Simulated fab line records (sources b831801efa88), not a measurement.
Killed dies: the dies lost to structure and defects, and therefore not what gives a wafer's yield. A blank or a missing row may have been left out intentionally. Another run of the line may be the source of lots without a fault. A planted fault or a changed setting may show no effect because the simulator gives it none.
A struck lot beside a sound one || flow gf180mcu || 16 steps out of a route of 602
Sound: wafers L157.2, L157.3, L157.6. Struck: wafer L161.5 (left out: L161.4, L161.6 of the same lot, which were not struck); the cause appears at the end.
Order at every step that has rows: each side's tool, ch and its chambers, its first start. Under that, the readings that differ: sound wafers || struck wafers || difference of the means || sigmas: that difference in standard deviations of wafers without a fault.
alike: readings whose means differ by less than 2 such deviations, and words and numbers that are the same on both sides. not compared: withheld readings, readings that some wafer has no value for, bounds like >300 that may hide the same value, and numbers for which the record gives no deviation and whose values overlap.
Wherever a step has rows on one side only, a row that says differs or no value, or a row with sigmas, the two part there. Numbers that have no deviation but don't overlap get no sigmas and don't part them. A reading missing from all wafers of one side parts the sides only when that side holds two or more wafers.

first, 9 steps without rows for these wafers: GF_MIM_STRIP_21 (strips in post etch residue remover, time 1200 s); GF_MIM_CLEAN_22 (cleans in DIW); GF_M5_DEHYDRATE_00 (time 60 s); GF_M5_HMDS_01 (prime time 60 s); GF_M5_COAT_02 (resist thk 1000 nm); GF_M5_SOFTBAKE_03 (time 60 s); GF_M5_EXPOSE_04 (exposes mask Metal5, target cd 280 nm); GF_M5_PEB_05 (peb time 90 s); GF_M5_DEVELOP_06 (develop time 60 s).
GF_M5_CD_MEAS_07: target cd 280 nm.
  sound: cdSem-01 at day 26 21:17; struck: cdSem-01 at day 28 02:54
  alike: cdNm
GF_M5_OVL_MEAS_08:
  sound: overlay-02 at day 26 21:23; struck: overlay-01 at day 28 02:59
  alike: M5_OVL
GF_M5_ETCH_09: etches Si3N4 in CF4/O2, target depth 52 nm, time 11.6 s.
  sound on rieDiel-04 ch 1,2,3, day 26 21:25; struck on rieDiel-04 ch 3, day 28 02:59
  alike: drypumpMotorCurrentA, oesProductAu, rfFwdPowerW, throttleValvePct
  not compared: rfHoursCounterH
GF_M5_METAL_ETCH_10: etches the open film in Cl2/BCl3, stops on SiO2, target depth 627.5 nm, time 104.6 s.
  sound on rieMetal-03 ch 0,1, day 26 21:27; struck on rieMetal-01 ch 0, day 28 03:03
{"reading": "oesProductAu (a.u.)", "sound": "0.963 0.981 0.980", "struck": 0.911, "difference": -0.064, "sigmas": -9}
{"reading": "throttleValvePct (%)", "sound": "28.257 28.252 28.241", "struck": 28.330, "difference": "+0.080", "sigmas": "+8"}
{"reading": "model.M5.featureDepthNm (nm)", "sound": "600.5 606.7 605.6", "struck": 540.5, "difference": -63.8, "sigmas": ""}
{"reading": "model.etch.depthNm (nm)", "sound": "600.5 606.7 605.6", "struck": 540.5, "difference": -63.8, "sigmas": ""}
{"reading": "model.KrF_of_M5_COAT_02.thkNm (nm)", "sound": "696.2 697.6 696.1", "struck": 736.2, "difference": "+39.6", "sigmas": ""}
  alike: drypumpMotorCurrentA, rfFwdPowerW
  not compared: rfHoursCounterH
GF_M5_STRIP_11: strips in O2/N2.
  sound on plasmaAsher-02 ch 0,1, day 26 21:34; struck on plasmaAsher-04 ch 1, day 28 03:10
{"reading": "oesProductAu (a.u.)", "sound": "0.541 0.540 0.542", "struck": 0.559, "difference": "+0.018", "sigmas": "+4"}
{"reading": "stripTimeToEndpointS (s)", "sound": "7.48 7.52 7.52", "struck": 7.90, "difference": "+0.39", "sigmas": "+9"}
  alike: drypumpMotorCurrentA, heaterPowerW, o2FlowSccm, platenTempC
  not compared: rfHoursCounterH
then, 1 step without rows for these wafers: GF_M5_STRIP_12 (strips in post etch residue remover, time 1200 s).
-- the record jumps here: 3 days lie between the struck wafers' starts before and after (it left off in module M5 and takes up again in module PASSIVATION, whose first step shown is number 602 of the route) --
GF_PASSIVATION_PROBE_99:
  sound: prober-02 at day 29 14:51; struck: prober-02 at day 30 17:37
{"reading": "model.etest.via3Chain.short", "sound": "0 0 0", "struck": 1, "difference": "+1", "sigmas": ""}
{"reading": "model.etest.pmos_6p0.overLimit", "sound": "0 0 0", "struck": 1, "difference": "+1", "sigmas": ""}
{"reading": "model.etest.met3Comb.overLimit", "sound": "0 0 0", "struck": 1, "difference": "+1", "sigmas": ""}
{"reading": "model.etest.nmos_6p0.overLimit", "sound": "0 0 0", "struck": 1, "difference": "+1", "sigmas": ""}
{"reading": "model.etest.fieldP.short", "sound": "0 0 0", "struck": 1, "difference": "+1", "sigmas": ""}
{"reading": "model.etest.pldd_6p0.short", "sound": "0 0 0", "struck": 1, "difference": "+1", "sigmas": ""}
{"reading": "model.etest.met1.short", "sound": "0 0 0", "struck": 1, "difference": "+1", "sigmas": ""}
{"reading": "model.etest.met3.short", "sound": "0 0 0", "struck": 1, "difference": "+1", "sigmas": ""}

== WHERE THEY PART ==
Last at GF_M5_STRIP_11 as far as this record goes, first at GF_M5_METAL_ETCH_10.

WHY: what the simulator had put in
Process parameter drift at GF_M5_METAL_ETCH_10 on rieMetal-01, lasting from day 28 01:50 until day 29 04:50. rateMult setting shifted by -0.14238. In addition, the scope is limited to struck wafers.
